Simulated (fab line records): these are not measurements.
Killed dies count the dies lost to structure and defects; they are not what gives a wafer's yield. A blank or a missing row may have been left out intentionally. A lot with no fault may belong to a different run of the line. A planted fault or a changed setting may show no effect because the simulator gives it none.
fab line records | flow sky130
record lots=9 wafers=27 last-day=51
route steps=708 shown CONTACT@430 METAL1@436 PAD_OPEN@708
lots with no fault: from the same line, run without faults
start-h: the number of hours between the record's first day and the start of the first shown wafer of the lot | wait-h: time in hours since the lot's previous step | " the same as in the row above | L1.1+2: a row that stands for several wafers | - no value, or no start given | * or withheld: withheld | < > ~ a bound
route shown NAME@n: names a module that has steps shown in the file, with the first one's number in the route | usual: average and standard deviation across the fault-free wafers | same: alike in all rows | chamber/n: place in a boat | sites: the reading at each site | _std_site: their standard deviation | _edge_site: the outer-site mean with the inner-site mean subtracted | radius-mm: how far each site lies from the wafer's centre | mask NAME#n: copy n | behind: the most recent tool/chamber to have shaped the wafer | hold: why the lot went on hold/how many hours it stayed there/how the hold came to an end | device: transistor that didn't switch, given as n, p or np | end of line: at the end of the route, the tests of the same wafers | where a step has no rows: the recipe by itself | killed: not the wafer's yield, but the dies lost to structure and defects at the first sort | map: dies across one wafer; x = killed, . = not, _ = none there
set.NAME: the run value of the setting; set.NAME@STEP: its run value at that earlier step | model.NAME: the simulator's own value behind a step, which no gauge read
one table for each step of the route and one row for each wafer, over a sample of lots
services: the hour from which a tool's chamber was out of use, counted from the record's first day as start-h (under 0 if before that day), plus the number of hours and why
## steps
# step SKY_CONTACT_CVD_24
# recipe material=W target-thk-nm=340 time-s=102.12 temp-c=400 pressure-torr=40
# usual heater-power-w=843/56
# columns lot.wafer tool chamber start-h wait-h heater-power-w since-wet-clean-h
L860.2 cvd-w-02 0 790.47 0.0 899 386
L860.3 " 0 " " 889 -
L860.6 " 1 " " 802 -
L861.3 cvd-w-02 1 800.06 0.1 782 -
L861.5 " 0 " " 885 -
L861.6 " 1 " " 788 -
L864.1 cvd-w-01 0 818.24 0.0 876 914
L864.3 " 1 " " 825 -
L864.6 " 1 " " 803 -
L865.2 cvd-w-02 0 819.95 0.0 904 416
L865.4 " 1 " " 789 -
L865.6 " 1 " " 749 -
L870.1 cvd-w-02 0 867.40 0.0 935 463
L870.4 " 0 " " 918 -
L870.6 " 1 " " 791 -
L871.2 cvd-w-01 1 867.97 0.0 800 964
L871.3 " 1 " " 821 -
L871.4 " 0 " " 905 -
L877.1 cvd-w-01 0 918.05 0.0 761 0
L877.3 " 0 " " 794 -
L877.6 " 0 " " 769 -
L878.2 cvd-w-02 1 919.70 0.0 776 516
L878.5 " 1 " " 764 -
L878.6 " 0 " " 889 -
L879.4 cvd-w-02 1 924.38 0.1 767 -
L879.5 " 0 " " 897 -
L879.6 " 1 " " 783 -
# step SKY_CONTACT_CMP_27
# recipe stop-on=SiO2 t-overpolish-s=15 down-force-psi=3.5 platen-rpm=60 target-thk-nm=0 pad-velocity-m-s=0.94248
# usual edge-zone-pressure-frac=1.000/0.0048 motor-current-A=11.3/1.2 overpolish-run-s=15.001/0.0084 retaining-ring-pressure-frac=1.000/0.0049 slurry-filter-dp-kPa=13.49/0.14 time-to-endpoint-s=83/4.3
# columns lot.wafer tool chamber start-h wait-h edge-zone-pressure-frac motor-current-A overpolish-run-s retaining-ring-pressure-frac slurry-filter-dp-kPa time-to-endpoint-s
L860.2 cmp-02 1 790.81 0.1 1.000 12.4 15.011 1.004 13.57 84
L860.3 " 3 " " 1.000 9.7 14.995 1.005 13.54 86
L860.6 " 1 " " 0.994 12.6 15.012 0.997 13.43 86
L861.3 cmp-02 3 800.42 0.1 0.998 9.5 14.996 0.998 13.49 80
L861.5 " 1 " " 1.006 13.4 15.004 0.995 13.60 82
L861.6 " 2 " " 0.997 10.7 15.004 0.998 13.39 82
L864.3 cmp-02 2 818.63 0.1 0.998 11.3 15.002 1.007 13.25 84
L864.1 " 3 " " 1.010 9.8 15.009 0.996 13.56 83
L864.6 " 1 " " 1.001 12.1 14.997 1.000 13.52 86
L865.2 cmp-02 3 820.24 0.0 0.998 9.8 14.981 0.999 13.32 85
L865.4 " 0 " " 0.997 11.6 15.013 0.995 13.47 84
L865.6 " 3 " " 0.999 10.1 15.003 1.003 13.39 82
L870.1 cmp-01 1 867.69 0.1 1.000 13.4 15.014 1.000 13.45 78
L870.4 " 2 " " 0.999 10.5 15.006 0.999 13.72 80
L870.6 " 2 " " 0.992 10.5 15.009 1.002 13.65 83
L871.3 cmp-02 3 868.26 0.0 0.995 10.4 14.999 0.993 13.40 86
L871.2 " 1 " " 1.000 12.9 15.017 0.999 13.19 88
L871.4 " 2 " " 0.999 10.2 15.005 1.005 13.51 87
L877.1 cmp-02 0 918.44 0.1 0.998 12.7 15.003 0.999 13.61 90
L877.3 " 1 " " 1.001 12.5 14.996 1.000 13.52 85
L877.6 " 2 " " 1.011 10.5 15.006 0.997 13.38 85
L878.2 cmp-02 2 920.14 0.2 1.000 9.8 15.008 0.999 13.40 88
L878.5 " 3 " " 1.002 10.1 15.008 1.012 13.41 90
L878.6 " 0 " " 0.997 11.7 15.003 0.999 13.30 90
L879.4 cmp-02 2 924.84 0.2 0.997 11.2 15.004 0.999 13.40 81
L879.5 " 0 " " 1.000 12.1 15.007 0.996 13.43 91
L879.6 " 1 " " 1.000 12.3 15.009 1.003 13.43 89
# step SKY_METAL1_SPUTTER_02
# recipe material=AlCu target-thk-nm=250 power-w=10600 time-s=13.3 chamber-pressure-pa=0.4
# usual throttle-valve-pct=30.2/1
# columns lot.wafer tool chamber start-h wait-h throttle-valve-pct
L860.2 pvd-sputter-03 - 791.11 0.0 31.8
L860.3 " - " " 29.7
L860.6 " - " " 30.5
L861.3 pvd-sputter-04 - 800.67 0.0 29.9
L861.5 " - " " 30.2
L861.6 " - " " 31.5
L864.1 pvd-sputter-04 - 818.88 0.0 29.7
L864.3 " - " " 30.0
L864.6 " - " " 29.9
L865.2 pvd-sputter-03 - 820.59 0.0 28.6
L865.4 " - " " 29.8
L865.6 " - " " 30.6
L870.1 pvd-sputter-04 - 868.04 0.0 29.9
L870.4 " - " " 31.7
L870.6 " - " " 30.9
L871.2 pvd-sputter-04 - 868.61 0.0 29.9
L871.3 " - " " 31.7
L871.4 " - " " 30.0
L877.1 pvd-sputter-01 - 918.69 0.0 31.8
L877.3 " - " " 28.9
L877.6 " - " " 28.9
L878.2 pvd-sputter-03 - 920.34 0.0 31.7
L878.5 " - " " 31.5
L878.6 " - " " 28.5
L879.4 pvd-sputter-01 - 925.09 0.0 31.5
L879.5 " - " " 28.9
L879.6 " - " " 28.8
# step SKY_METAL1_SPUTTER_04
# recipe material=TiN target-thk-nm=70 power-w=6500 time-s=58.3 chamber-pressure-pa=0.4
# usual throttle-valve-pct=30.2/1
# columns lot.wafer tool chamber start-h wait-h throttle-valve-pct
L860.2 pvd-sputter-03 - 791.15 0.0 31.5
L860.3 " - " " 29.8
L860.6 " - " " 30.3
L861.3 pvd-sputter-04 - 800.71 0.0 29.8
L861.5 " - " " 30.0
L861.6 " - " " 31.8
L864.1 pvd-sputter-04 - 818.93 0.0 29.8
L864.3 " - " " 30.1
L864.6 " - " " 29.8
L865.2 pvd-sputter-03 - 820.63 0.0 28.8
L865.4 " - " " 29.8
L865.6 " - " " 30.3
L870.1 pvd-sputter-04 - 868.08 0.0 29.6
L870.4 " - " " 31.9
L870.6 " - " " 31.1
L871.2 pvd-sputter-04 - 868.65 0.0 30.0
L871.3 " - " " 31.5
L871.4 " - " " 30.0
L877.1 pvd-sputter-01 - 918.73 0.0 31.6
L877.3 " - " " 28.9
L877.6 " - " " 28.8
L878.2 pvd-sputter-03 - 920.38 0.0 31.9
L878.5 " - " " 31.6
L878.6 " - " " 28.8
L879.4 pvd-sputter-01 - 925.13 0.0 31.7
L879.5 " - " " 28.8
L879.6 " - " " 28.9
# step SKY_METAL1_RS_MEAS_05
# recipe thk-meas-gauge=four-point-probe reads=TiN_of_METAL1_SPUTTER_04+Ti_of_METAL1_SPUTTER_03+AlCu_of_METAL1_SPUTTER_02+TiN_of_METAL1_SPUTTER_01+Ti_of_METAL1_SPUTTER_00
# usual METAL1_ALCU_RS=0.1264/0.0011
# columns lot.wafer tool chamber start-h wait-h hold METAL1_ALCU_RS[ohm/sq]
L860.2 film-metro-01 - 791.22 0.0 - 0.1289
L860.3 " - " " - 0.1277
L860.6 " - " " - 0.1253
L861.3 film-metro-01 - 800.80 0.1 - 0.1246
L861.5 " - " " - 0.1252
L861.6 " - " " - 0.1251
L864.1 film-metro-01 - 818.97 0.0 - 0.1252
L864.3 " - " " - 0.1260
L864.6 " - " " - 0.1252
L865.2 film-metro-01 - 820.70 0.0 - 0.1263
L865.4 " - " " - 0.1272
L865.6 " - " " - 0.1259
L870.1 film-metro-04 - 868.13 0.0 await-dispo/0.2h/release 0.1263
L870.4 " - " " await-dispo/0.2h/release 0.0818
L870.6 " - " " await-dispo/0.2h/release 0.1277
L870.1 film-metro-04 - 868.47 0.3 - 0.1265
L870.4 " - " " - 0.0817
L870.6 " - " " - 0.1278
L871.2 film-metro-04 - 868.72 0.0 await-dispo/0.2h/release 0.1256
L871.3 " - " " await-dispo/0.2h/release 0.0809
L871.4 " - " " await-dispo/0.2h/release 0.1274
L871.2 film-metro-04 - 869.01 0.3 - 0.1256
L871.3 " - " " - 0.0809
L871.4 " - " " - 0.1276
L877.1 film-metro-01 - 918.78 0.0 - 0.1256
L877.3 " - " " - 0.1255
L877.6 " - " " - 0.1265
L878.2 film-metro-04 - 920.45 0.0 - 0.1293
L878.5 " - " " - 0.1279
L878.6 " - " " - 0.1265
L879.4 film-metro-04 - 925.24 0.1 - 0.1267
L879.5 " - " " - 0.1260
L879.6 " - " " - 0.1276
# step SKY_METAL1_THK_MEAS_06
# recipe thk-meas-gauge=xrf reads=AlCu_of_METAL1_SPUTTER_02
# usual METAL1_ALCU_THK=252.8/2.5
# columns lot.wafer tool chamber start-h wait-h hold METAL1_ALCU_THK[nm]
L860.2 film-metro-01 - 791.33 0.1 - 246.3
L860.3 " - " " - 248.0
L860.6 " - " " - 253.1
L861.3 film-metro-01 - 800.90 0.1 - 256.9
L861.5 " - " " - 254.6
L861.6 " - " " - 255.9
L864.1 film-metro-01 - 819.09 0.1 - 253.8
L864.3 " - " " - 254.3
L864.6 " - " " - 252.8
L865.2 film-metro-01 - 820.81 0.1 - 251.9
L865.4 " - " " - 250.9
L865.6 " - " " - 254.4
L871.2 film-metro-04 - 870.22 1.2 await-dispo/0.2h/release 256.7
L871.3 " - " " await-dispo/0.2h/release 394.5
L871.4 " - " " await-dispo/0.2h/release 252.3
L871.2 film-metro-04 - 870.45 0.2 - 254.8
L871.3 " - " " - 395.2
L871.4 " - " " - 251.5
L870.1 film-metro-04 - 872.65 4.2 await-dispo/0.2h/release 253.5
L870.4 " - " " await-dispo/0.2h/release 388.7
L870.6 " - " " await-dispo/0.2h/release 250.8
L870.1 film-metro-04 - 872.88 0.2 - 253.9
L870.4 " - " " - 387.5
L870.6 " - " " - 251.3
L877.1 film-metro-01 - 918.90 0.1 - 255.9
L877.3 " - " " - 253.9
L877.6 " - " " - 254.7
L878.2 film-metro-04 - 920.56 0.1 - 247.9
L878.5 " - " " - 250.3
L878.6 " - " " - 252.4
L879.4 film-metro-04 - 925.33 0.1 - 252.8
L879.5 " - " " - 255.1
L879.6 " - " " - 251.2
# step SKY_METAL1_METAL_ETCH_19
# recipe target-depth-a=3600 stop-on=SiO2 over-etch-frac=0.3 time-s=78 chemistry=Cl2/BCl3 resist-sidewall-deg=88 pressure-mtorr=10 icp-w=900 bias-w=48.5 Cl2_flow_sccm=60 bcl3-flow-sccm=30
# usual drypump-motor-current-A=5.5/0.37 oes-product-au=0.855/0.0051 throttle-valve-pct=22.264/0.0087
# same over-etch-frac=0.3
# columns lot.wafer tool chamber start-h wait-h drypump-motor-current-A oes-product-au rf-hours-counter-h throttle-valve-pct
L860.2 rie-metal-03 1 818.65 0.0 5.2 0.843 14 22.270
L860.3 " 0 " " 5.1 0.855 - 22.265
L860.6 " 0 " " 5.1 0.848 - 22.275
L861.3 rie-metal-01 1 827.83 0.1 5.4 0.857 - 22.271
L861.5 " 0 " " 5.9 0.858 - 22.269
L861.6 " 1 " " 5.4 0.857 - 22.268
L864.1 rie-metal-03 0 844.50 0.0 5.1 0.865 6 22.282
L864.3 " 1 " " 5.1 0.855 - 22.272
L864.6 " 1 " " 5.1 0.854 - 22.256
L865.2 rie-metal-04 1 848.66 0.1 5.6 0.858 4 22.274
L865.4 " 1 " " 5.6 0.854 - 22.253
L865.6 " 1 " " 5.6 0.864 - 22.266
L870.1 rie-metal-03 0 894.28 0.0 5.2 0.854 9 22.271
L870.4 " 0 " " 5.1 1.018 - 22.259
L870.6 " 1 " " 5.1 0.853 - 22.275
L871.2 rie-metal-01 1 895.40 0.0 5.4 0.858 15 22.249
L871.3 " 1 " " 5.4 0.990 - 22.261
L871.4 " 0 " " 5.9 0.853 - 22.261
L877.1 rie-metal-03 0 944.58 0.0 5.1 0.860 11 22.251
L877.3 " 0 " " 5.1 0.856 - 22.250
L877.6 " 0 " " 5.1 0.858 - 22.272
L878.2 rie-metal-01 1 946.93 0.0 5.3 0.850 17 22.260
L878.5 " 0 " " 5.9 0.851 - 22.261
L878.6 " 1 " " 5.3 0.855 - 22.256
L879.4 rie-metal-04 0 951.04 0.1 6.3 0.848 - 22.259
L879.5 " 0 " " 6.3 0.855 - 22.266
L879.6 " 1 " " 5.6 0.842 - 22.260
# step SKY_PAD_OPEN_PROBE_99
# usual defect-limited-yield=82.5/2.2 killed_at_M0_to_M3=43/7.5 killed_at_M4_up=3.2/1.9 killed-at-contacts=24/5.6 killed-at-front-end=15/4.8 killed-at-other=0.2/0.54 killed-dies=86/11 killed-on-rim=17/3.6 killed-open=47/7.6 killed-short=39/7.1 sort_bin_3_pad_short=0.8/0.36 sort_bin_5_function=10.4/1.6 sort_bin_6_memory=6.3/1.3 sort-n-pass=406/11 sort-yield-pct=82.5/2.2
# same gross-dies=492 killed-at-back-side=0 sort_bin_4_leakage[%]=0 sort_bin_8_speed[%]=0
# columns lot.wafer tool chamber start-h wait-h hold defect-limited-yield[%] killed_at_M0_to_M3 killed_at_M4_up killed-at-contacts killed-at-front-end killed-at-other killed-dies killed-on-rim killed-open killed-short sort_bin_3_pad_short[%] sort_bin_5_function[%] sort_bin_6_memory[%] sort-n-pass sort-yield-pct[%]
L860.2 prober-02 - 1127.85 0.1 - 85.0 35 3 26 10 0 74 12 40 34 0.4 7.9 6.7 418 85.0
L860.3 prober-02 - 1127.90 0.2 - 80.9 48 3 27 16 0 94 12 43 51 0.6 11.0 7.5 398 80.9
L860.6 prober-02 - 1128.05 0.2 - 82.7 41 3 24 17 0 85 19 46 39 0.2 12.6 4.5 407 82.7
L861.3 prober-01 - 1131.03 0.2 - 84.3 41 3 22 11 0 77 15 37 40 0.6 7.3 7.7 415 84.3
L861.5 prober-01 - 1131.13 0.2 - 83.5 38 5 20 16 2 81 17 40 41 0.8 8.7 6.9 411 83.5
L861.6 prober-01 - 1131.18 0.2 - 83.7 42 9 22 6 1 80 12 43 37 1.0 10.2 5.1 412 83.7
L864.1 prober-02 - 1146.30 0.1 - 81.5 41 2 31 16 1 91 22 52 39 0.6 10.6 7.3 401 81.5
L864.3 prober-02 - 1146.40 0.2 - 79.9 48 2 34 15 0 99 22 53 46 0.6 11.4 8.1 393 79.9
L864.6 prober-02 - 1146.55 0.2 - 85.0 31 4 21 18 0 74 16 43 31 0.4 10.4 4.3 418 85.0
L865.2 prober-01 - 1150.70 0.1 - 81.3 65 2 17 8 0 92 19 48 44 0.4 12.2 6.1 400 81.3
L865.4 prober-01 - 1150.80 0.2 - 83.7 46 1 18 13 2 80 16 47 33 1.0 10.2 5.1 412 83.7
L865.6 prober-01 - 1150.90 0.2 - 82.9 41 5 24 14 0 84 15 46 38 0.2 11.0 5.9 408 82.9
L870.1 prober-02 - 1177.54 0.1 await-dispo/5.2h/release 84.1 38 1 27 12 0 78 14 41 37 0.6 8.7 6.5 414 84.1
L870.4 prober-02 - 1177.69 0.2 await-dispo/5.2h/release 0.4 450 3 25 12 0 490 95 47 31 1.0 91.9 6.7 2 0.4
L870.6 prober-02 - 1177.79 0.2 await-dispo/5.2h/release 83.5 34 5 29 13 0 81 13 40 41 0.8 10.4 5.3 411 83.5
L871.2 prober-01 - 1180.80 0.1 await-dispo/3.2h/release 84.3 41 4 23 9 0 77 21 34 43 0.4 10.6 4.7 415 84.3
L871.3 prober-01 - 1180.85 0.2 await-dispo/3.2h/release 0 445 7 26 14 0 492 96 56 51 1.8 90.7 7.5 0 0
L871.4 prober-01 - 1180.90 0.2 await-dispo/3.2h/release 84.1 39 3 22 14 0 78 12 43 35 1.4 9.8 4.7 414 84.1
L877.1 prober-01 - 1214.21 0.1 - 81.9 38 3 21 27 0 89 16 50 39 0.4 10.6 7.1 403 81.9
L877.3 prober-01 - 1214.31 0.2 - 85.8 33 4 18 14 1 70 16 36 34 0.4 6.9 6.9 422 85.8
L877.6 prober-01 - 1214.46 0.2 - 80.9 47 1 26 20 0 94 15 45 49 1.0 12.4 5.7 398 80.9
L878.2 prober-02 - 1215.06 0.1 - 80.9 46 2 25 21 0 94 19 51 43 1.0 13.2 4.9 398 80.9
L878.5 prober-02 - 1215.21 0.2 - 81.9 44 3 25 17 0 89 20 55 34 0.6 10.4 7.1 403 81.9
L878.6 prober-02 - 1215.26 0.2 - 79.5 56 1 24 19 1 101 21 45 56 1.2 11.8 7.5 391 79.5
L879.4 prober-01 - 1219.53 0.2 - 82.1 44 3 25 15 1 88 19 43 45 1.0 10.0 6.9 404 82.1
L879.5 prober-01 - 1219.58 0.2 - 83.5 55 1 16 9 0 81 14 40 41 1.0 9.3 6.1 411 83.5
L879.6 prober-01 - 1219.63 0.2 - 85.8 45 0 15 10 0 70 13 32 38 0.6 8.3 5.3 422 85.8
# killed by level:class
L860.2 VIA1:geometric-particle:open=9 CONTACT:geometric-particle:open=8 LI_CONTACT:geometric-particle:open=7 CONTACT:geometric-particle:short=6 VIA2:geometric-particle:short=5 VIA3:geometric-particle:open=4 VIA2:geometric-particle:open=4 VIA1:geometric-particle:short=3
L860.3 CONTACT:geometric-particle:open=10 VIA1:geometric-particle:short=9 LI_CONTACT:geometric-particle:open=9 VIA3:geometric-particle:open=9 METAL2:geometric-particle:short=7 FIELD_ISO:geometric-particle:short=6 VIA1:geometric-particle:open=6 CONTACT:geometric-particle:short=5
L860.6 VIA1:geometric-particle:open=9 VIA2:geometric-particle:open=8 LI_CONTACT:geometric-particle:open=6 CONTACT:geometric-particle:short=6 FIELD_ISO:geometric-particle:short=5 VIA1:geometric-particle:short=5 POLY_GATE:geometric-particle:open=5 VIA2:geometric-particle:short=5
L861.3 CONTACT:geometric-particle:open=10 VIA3:geometric-particle:open=8 VIA1:geometric-particle:open=8 METAL2:geometric-particle:short=5 METAL3:geometric-particle:short=5 METAL1:geometric-particle:short=4 POLY_GATE:geometric-particle:short=4 LI_CONTACT:geometric-particle:open=4
L861.5 VIA3:geometric-particle:open=8 METAL3:geometric-particle:short=6 LI_CONTACT:geometric-particle:open=6 VIA1:geometric-particle:open=6 FIELD_ISO:geometric-particle:short=5 CONTACT:geometric-particle:short=5 VIA1:geometric-particle:short=5 CONTACT:geometric-particle:open=5
L861.6 VIA1:geometric-particle:open=10 LI_CONTACT:geometric-particle:open=8 CONTACT:geometric-particle:open=6 VIA3:geometric-particle:short=6 VIA3:geometric-particle:open=6 METAL4:geometric-particle:short=6 METAL2:geometric-particle:short=5 METAL1:geometric-particle:short=4
L864.1 CONTACT:geometric-particle:open=11 VIA1:geometric-particle:open=11 CONTACT:geometric-particle:short=9 FIELD_ISO:geometric-particle:open=7 VIA2:geometric-particle:open=7 VIA1:geometric-particle:short=5 LI_CONTACT:geometric-particle:open=5 METAL2:geometric-particle:short=5
L864.3 CONTACT:geometric-particle:open=13 VIA1:geometric-particle:short=9 VIA1:geometric-particle:open=8 VIA3:geometric-particle:open=8 LI_CONTACT:geometric-particle:open=6 VIA2:geometric-particle:open=5 CONTACT:geometric-particle:short=5 VIA3:geometric-particle:short=5
L864.6 LI_CONTACT:geometric-particle:open=10 VIA3:geometric-particle:open=8 FIELD_ISO:geometric-particle:open=6 VIA2:geometric-particle:open=5 FIELD_ISO:geometric-particle:short=4 CONTACT:geometric-particle:open=4 CONTACT:geometric-particle:short=4 VIA1:geometric-particle:short=4
L865.2 VIA1:geometric-particle:open=16 METAL2:geometric-particle:short=9 METAL1:geometric-particle:short=8 VIA3:geometric-particle:open=7 VIA2:geometric-particle:open=7 LI_CONTACT:geometric-particle:open=6 CONTACT:geometric-particle:open=6 VIA1:geometric-particle:short=4
L865.4 CONTACT:geometric-particle:open=9 VIA3:geometric-particle:open=9 VIA1:geometric-particle:open=8 METAL1:geometric-particle:short=7 VIA1:geometric-particle:short=6 FIELD_ISO:geometric-particle:open=5 METAL2:geometric-particle:short=4 VIA2:geometric-particle:open=4
L865.6 VIA1:geometric-particle:open=9 LI_CONTACT:geometric-particle:open=8 VIA2:geometric-particle:open=6 VIA1:geometric-particle:short=5 METAL1:geometric-particle:short=4 LOCAL_INTERCONNECT:geometric-particle:short=4 CONTACT:geometric-particle:open=4 VIA3:geometric-particle:open=4
L870.1 LI_CONTACT:geometric-particle:open=7 CONTACT:geometric-particle:open=7 VIA1:geometric-particle:open=7 VIA1:geometric-particle:short=7 VIA2:geometric-particle:open=7 FIELD_ISO:geometric-particle:open=5 LOCAL_INTERCONNECT:geometric-particle:short=5 LI_CONTACT:geometric-particle:short=4
L870.4 METAL1:area-etch=412 VIA1:geometric-particle:open=9 VIA2:geometric-particle:open=8 VIA3:geometric-particle:open=7 LI_CONTACT:geometric-particle:open=6 FIELD_ISO:geometric-particle:short=5 LOCAL_INTERCONNECT:geometric-particle:short=5 LI_CONTACT:geometric-particle:short=4
L870.6 LI_CONTACT:geometric-particle:open=8 CONTACT:geometric-particle:open=7 VIA2:geometric-particle:open=7 CONTACT:geometric-particle:short=5 POLY_GATE:geometric-particle:open=5 LI_CONTACT:geometric-particle:short=5 VIA3:geometric-particle:open=5 VIA1:geometric-particle:short=5
L871.2 CONTACT:geometric-particle:open=9 VIA1:geometric-particle:open=7 CONTACT:geometric-particle:short=6 METAL1:geometric-particle:short=6 VIA2:geometric-particle:short=6 METAL2:geometric-particle:short=5 VIA2:geometric-particle:open=5 VIA1:geometric-particle:short=4
L871.3 METAL1:area-etch=385 VIA1:geometric-particle:open=14 VIA3:geometric-particle:open=9 VIA2:geometric-particle:open=7 LI_CONTACT:geometric-particle:open=7 METAL2:geometric-particle:short=7 LOCAL_INTERCONNECT:geometric-particle:short=6 VIA1:geometric-particle:short=6
L871.4 METAL1:geometric-particle:short=9 LI_CONTACT:geometric-particle:open=8 CONTACT:geometric-particle:open=8 VIA2:geometric-particle:open=7 FIELD_ISO:geometric-particle:open=6 VIA1:geometric-particle:open=6 VIA3:geometric-particle:open=5 LOCAL_INTERCONNECT:geometric-particle:short=4
L877.1 VIA1:geometric-particle:open=11 POLY_GATE:geometric-particle:short=9 FIELD_ISO:geometric-particle:open=7 CONTACT:geometric-particle:open=7 VIA1:geometric-particle:short=6 VIA2:geometric-particle:open=5 POLY_GATE:geometric-particle:open=5 LI_CONTACT:geometric-particle:open=5
L877.3 CONTACT:geometric-particle:open=6 METAL1:geometric-particle:short=6 VIA1:geometric-particle:open=6 FIELD_ISO:geometric-particle:open=5 FIELD_ISO:geometric-particle:short=5 LI_CONTACT:geometric-particle:open=5 VIA2:geometric-particle:open=5 METAL2:geometric-particle:short=4
L877.6 VIA1:geometric-particle:open=13 CONTACT:geometric-particle:open=13 METAL1:geometric-particle:short=10 FIELD_ISO:geometric-particle:short=8 POLY_GATE:geometric-particle:short=7 LI_CONTACT:geometric-particle:open=7 METAL2:geometric-particle:short=6 VIA3:geometric-particle:open=6
L878.2 VIA1:geometric-particle:open=13 LI_CONTACT:geometric-particle:short=7 POLY_GATE:geometric-particle:open=7 FIELD_ISO:geometric-particle:open=6 VIA2:geometric-particle:open=6 CONTACT:geometric-particle:open=6 METAL2:geometric-particle:short=6 FIELD_ISO:geometric-particle:short=5
L878.5 VIA1:geometric-particle:open=15 LI_CONTACT:geometric-particle:open=10 FIELD_ISO:geometric-particle:short=9 CONTACT:geometric-particle:open=7 VIA3:geometric-particle:open=7 METAL2:geometric-particle:short=5 VIA1:geometric-particle:short=5 METAL1:geometric-particle:short=4
L878.6 VIA1:geometric-particle:open=13 CONTACT:geometric-particle:open=12 METAL2:geometric-particle:short=10 FIELD_ISO:geometric-particle:short=8 VIA1:geometric-particle:short=8 VIA2:geometric-particle:open=7 LI_CONTACT:geometric-particle:short=5 METAL1:geometric-particle:short=5
L879.4 CONTACT:geometric-particle:open=9 VIA1:geometric-particle:open=9 VIA3:geometric-particle:open=9 METAL2:geometric-particle:short=7 CONTACT:geometric-particle:short=6 FIELD_ISO:geometric-particle:short=5 LOCAL_INTERCONNECT:geometric-particle:short=5 METAL1:geometric-particle:short=5
L879.5 VIA1:geometric-particle:open=14 VIA3:geometric-particle:open=8 METAL1:geometric-particle:short=8 CONTACT:geometric-particle:short=6 CONTACT:geometric-particle:open=6 VIA1:geometric-particle:short=6 METAL2:geometric-particle:short=4 VIA2:geometric-particle:short=4
L879.6 VIA1:geometric-particle:open=10 METAL1:geometric-particle:short=8 VIA1:geometric-particle:short=8 CONTACT:geometric-particle:open=6 METAL2:geometric-particle:short=5 FIELD_ISO:geometric-particle:short=4 METAL1:geometric-particle:open=3 LOCAL_INTERCONNECT:geometric-particle:short=3
## services
# columns tool chamber start-h hours kind
cvd-w-01 - 771.43 28.1 pm
pvd-sputter-01 - 776.04 2.4 repair
cmp-02 - 792.21 2.7 pm
cvd-w-01 - 799.53 6.0 pm
rie-metal-04 - 804.12 1.2 repair
cmp-01 - 824.00 2.6 repair
cmp-02 - 847.37 3.4 repair
pvd-sputter-04 2 847.96 - consumable-replace:kit
pvd-sputter-04 2 847.96 18.0 scheduled-down
pvd-sputter-04 2 847.96 18.0 vent-cycle
pvd-sputter-03 - 853.55 1.8 repair
cmp-02 - 868.86 7.6 pm
cmp-01 - 870.98 2.0 repair
rie-metal-04 - 888.27 0.5 repair
cvd-w-01 - 904.00 14.0 pm
cvd-w-02 - 905.11 0.5 repair
cmp-02 - 912.11 4.0 pm
cmp-02 - 916.11 - consumable-replace:conditioner
cmp-02 - 916.11 - consumable-replace:pad
cmp-01 - 928.40 1.4 repair
cmp-02 - 928.72 2.0 repair
cmp-01 - 929.55 0.9 repair
cvd-w-02 - 949.71 6.9 pm
pvd-sputter-03 - 950.54 4.1 repair
## key
first-sign step=SKY_METAL1_RS_MEAS_05 reading=visit direction=added
effect step=SKY_METAL1_RS_MEAS_05 reading=METAL1_ALCU_RS direction=down sigmas=42 usual=0.1264 struck=0.0813
effect step=SKY_METAL1_THK_MEAS_06 reading=visit direction=added
effect step=SKY_METAL1_THK_MEAS_06 reading=METAL1_ALCU_THK direction=up sigmas=57 usual=252.8 struck=391.6
effect step=SKY_METAL1_METAL_ETCH_19 reading=oes-product-au direction=up sigmas=29 usual=0.855 struck=1.004
effect step=SKY_PAD_OPEN_PROBE_99 reading=killed_at_M0_to_M3 direction=up sigmas=54 usual=43 struck=448
more-kills-born-at SKY_METAL1_METAL_ETCH_19@rie-metal-03=412 SKY_METAL1_METAL_ETCH_19@rie-metal-01=385
met-at SKY_METAL1_SPUTTER_02
struck-lots L870,L871
struck-wafers L870.4,L871.3
later-rows-left-out L870.4,L871.3
not-acting-at SKY_CONTACT_CVD_24,SKY_CONTACT_CMP_27,SKY_METAL1_SPUTTER_04
onset-between 800.67 868.04
fault kind=process-parameter-drift tool=pvd-sputter-04 chamber=- onset-h=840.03 steps=SKY_METAL1_SPUTTER_02 channel=target-thk-nm offset=137.05 shape=step end-h=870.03 acts-in=these-recipes-only stated=250 scope=struck-wafers-only
# later-rows-left-out: the simulator's readings of these wafers behind a module that went badly wrong aren't trusted and aren't shown, but for the sort
